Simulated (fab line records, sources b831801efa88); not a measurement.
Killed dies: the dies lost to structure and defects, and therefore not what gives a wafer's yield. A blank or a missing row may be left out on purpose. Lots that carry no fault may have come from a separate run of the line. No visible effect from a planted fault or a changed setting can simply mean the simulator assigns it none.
A struck lot beside a sound one    flow sky130    16 steps out of a route of 708
Sound: wafers L779.2, L779.3, L779.6. The struck wafers were L785.1, L785.2, L785.5. The cause is named last.
For every step that has rows: the tool of each side, followed by ch and its chambers, followed by its first start. Under that, the readings that differ: sound wafers    struck wafers    difference of the means    sigmas: that difference in standard deviations of wafers without a fault.
alike: a reading whose means differ by less than 2 such deviations, as well as words and numbers matching on both sides. not compared: withheld readings; readings where some wafer has no value; bounds like >300 that might hide an equal value; numbers whose values overlap and for which the record gives no deviation.
A row with sigmas, a row that says differs or no value, or rows on one side alone: a step with any of these is where the two part. Numbers that have no deviation but don't overlap get no sigmas and don't part them. A reading that every wafer of one side lacks parts them only if that side has two wafers or more.

SKY_LDD_HVN_OVL_MEAS_07:
  struck on overlay-02, day 23 13:26; sound on overlay-01, day 21 21:38
  alike: LDD_HVN_OVL
next, for these wafers, 1 step has no rows: SKY_LDD_HVN_IMPLANT_08.
SKY_LDD_HVN_STRIP_09: strips in O2/N2.
  sound on plasma asher-03 ch 0,1, day 21 21:49; struck on plasma asher-03 ch 0,1, day 23 13:38
reading                       sound              struck             difference  sigmas
strip time to endpoint s (s)  4.155 4.138 4.170  4.122 4.117 4.118  -0.035      -3
  alike: drypump motor current A, o2 flow sccm, oes product au
  not compared: rf hours counter h
SKY_LDD_HVN_TW_MEAS_10:
  struck on film metro-04, day 23 13:44; sound on film metro-03, day 21 21:56
  alike: LDD_HVN_TW
then, 7 steps without rows for these wafers: SKY_LDD_HVP_DEHYDRATE_00 (time 60 s); SKY_LDD_HVP_HMDS_01 (prime time 60 s); SKY_LDD_HVP_COAT_02 (resist thk 300 nm); SKY_LDD_HVP_SOFTBAKE_03 (time 60 s); SKY_LDD_HVP_EXPOSE_04 (exposes mask HVPTM, target cd 700 nm); SKY_LDD_HVP_PEB_05; SKY_LDD_HVP_DEVELOP_06 (develop time 60 s).
SKY_LDD_HVP_OVL_MEAS_07:
  struck on overlay-02, day 24 17:56; sound on overlay-01, day 23 03:29
reading           sound         struck          difference  sigmas
LDD_HVP_OVL (nm)  0.3 -0.1 1.0  -3.5 -3.0 -2.1  -3.3        -2
SKY_LDD_HVP_IMPLANT_08:
  sound on implanter-01 ch 0, day 23 03:33; struck on implanter-01 ch 0, day 24 17:58
reading                    sound              struck             difference  sigmas
implant ion amu            11 11 11           49 49 49           +38         
model.implant.rp nm (nm)   64.83 64.83 64.83  16.05 16.05 16.05  -48.78      
model.implant.drp nm (nm)  28.53 28.53 28.53  9.782 9.782 9.782  -18.748     
  alike: dose ions cm2, tilt deg
SKY_LDD_HVP_STRIP_09: strips in O2/N2.
  sound on plasma asher-02 ch 0,1, day 23 03:40; struck on plasma asher-01 ch 0,1, day 24 18:07
  alike: drypump motor current A, o2 flow sccm, oes product au, strip time to endpoint s
  not compared: rf hours counter h
SKY_LDD_HVP_TW_MEAS_10:
  struck on film metro-02, day 24 18:27; sound on film metro-01, day 23 03:47
reading     sound        struck       difference  sigmas
LDD_HVP_TW  465 464 465  717 715 718  +252        +59
  not compared: hold
SKY_PAD_OPEN_PROBE_99:
  rows exist in the record for the sound wafers here (prober-01, day 46 17:13), none for the struck ones

## WHERE THEY PART
Earliest at SKY_LDD_HVN_STRIP_09; latest, in this record, at SKY_PAD_OPEN_PROBE_99.

WHY: what had been put in by the simulator
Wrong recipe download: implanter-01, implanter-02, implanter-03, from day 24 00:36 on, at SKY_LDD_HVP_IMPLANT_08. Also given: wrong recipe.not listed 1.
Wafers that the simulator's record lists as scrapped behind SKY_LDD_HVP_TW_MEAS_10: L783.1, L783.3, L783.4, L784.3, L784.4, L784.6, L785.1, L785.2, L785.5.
